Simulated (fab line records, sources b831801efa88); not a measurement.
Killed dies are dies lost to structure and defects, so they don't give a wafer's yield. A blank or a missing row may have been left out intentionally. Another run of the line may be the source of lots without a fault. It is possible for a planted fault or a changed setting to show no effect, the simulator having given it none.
2 desks looking at one fault | flow sky130 | numbers are kept per desk, each desk with only its own; the story behind them comes last

## THE TOOL OWNER'S DESK: implanter-04
The tool's own readings at SKY_LDD_LDN_IMPLANT_08: means of the sampled wafers that have a number, for each lot that ran on this tool. Marked OUT: a lot whose mean sits more than 4 standard deviations from the usual mean, which makes it out of limits; the brackets give that distance.
Columns: A = beam_on_s at SKY_LDD_LDN_IMPLANT_08, usual 10.01 s; B = dose_ions_cm2 at SKY_LDD_LDN_IMPLANT_08, usual 1.2499e+13; C = faraday_current_uA at SKY_LDD_LDN_IMPLANT_08, usual 70.5
lot  | first seen here | A     | B                            | C
L240 | day 23 18:38    | 10.07 | 1.2502e+13                   | 69.9
L241 | day 24 11:11    | 10.08 | 1.2487e+13                   | 69.9
L243 | day 24 19:16    | 10.01 | 1.2505e+13                   | 70.7
L252 | day 28 09:08    | 9.91  | 1.9179e+13 (+99 or more) OUT | 109.4 (+28) OUT
L255 | day 28 16:05    | 9.98  | 1.9180e+13 (+99 or more) OUT | 108.5 (+27) OUT
This desk's finding: out of limits on L252, L255; first on L252, day 28 09:08 (dose_ions_cm2 at SKY_LDD_LDN_IMPLANT_08). Within limits: L240, L241, L243.

## METROLOGY DESK
What the gauges read, lot by lot, whatever tool the lot ran on: means of the sampled wafers that have a number. Marked OUT: a lot whose mean sits more than 4 standard deviations from the usual mean, which makes it out of limits; the brackets give that distance.
Columns: A = LDD_LDN_TW at SKY_LDD_LDN_TW_MEAS_13, usual 1465
lot  | first seen here | A
L239 | day 23 00:24    | 1466
L240 | day 23 19:20    | 1460
L241 | day 24 11:53    | 1471
L243 | day 24 19:56    | 1466
L246 | day 25 11:30    | 1466
L245 | day 25 12:05    | 1468
L247 | day 26 00:34    | 1460
L250 | day 28 09:15    | 1465
L252 | day 28 09:50    | 1526 (+8.2) OUT
L253 | day 28 10:50    | 1467
L255 | day 28 16:47    | 1524 (+7.9) OUT
L260 | day 30 06:02    | 1479
L259 | day 30 07:26    | 1479
L262 | day 31 00:16    | 1463
This desk's result: L252, L255 out of limits, first on L252 (LDD_LDN_TW at SKY_LDD_LDN_TW_MEAS_13), day 28 09:50. Within limits: L239, L240, L241, L243, L246, L245, L247, L250, L253, L260, L259, L262.

## BROUGHT TOGETHER
An alarm could have come from the tool owner's desk at day 28 09:08, on L252, L255.
Metrology desk: alarm possible at day 28 09:50 on L252, L255.
On implanter-04, each named lot ran SKY_LDD_LDN_IMPLANT_08.

## WHAT HAD BEEN PUT IN BY THE SIMULATOR
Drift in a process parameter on implanter-04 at SKY_LDD_LDN_IMPLANT_08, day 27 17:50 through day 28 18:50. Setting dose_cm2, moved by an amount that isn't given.
Shown lots that were struck: L252, L255.
Time in hours from fault onset to the first out-of-limits reading at each desk: tool owner's desk 15, metrology desk 16.
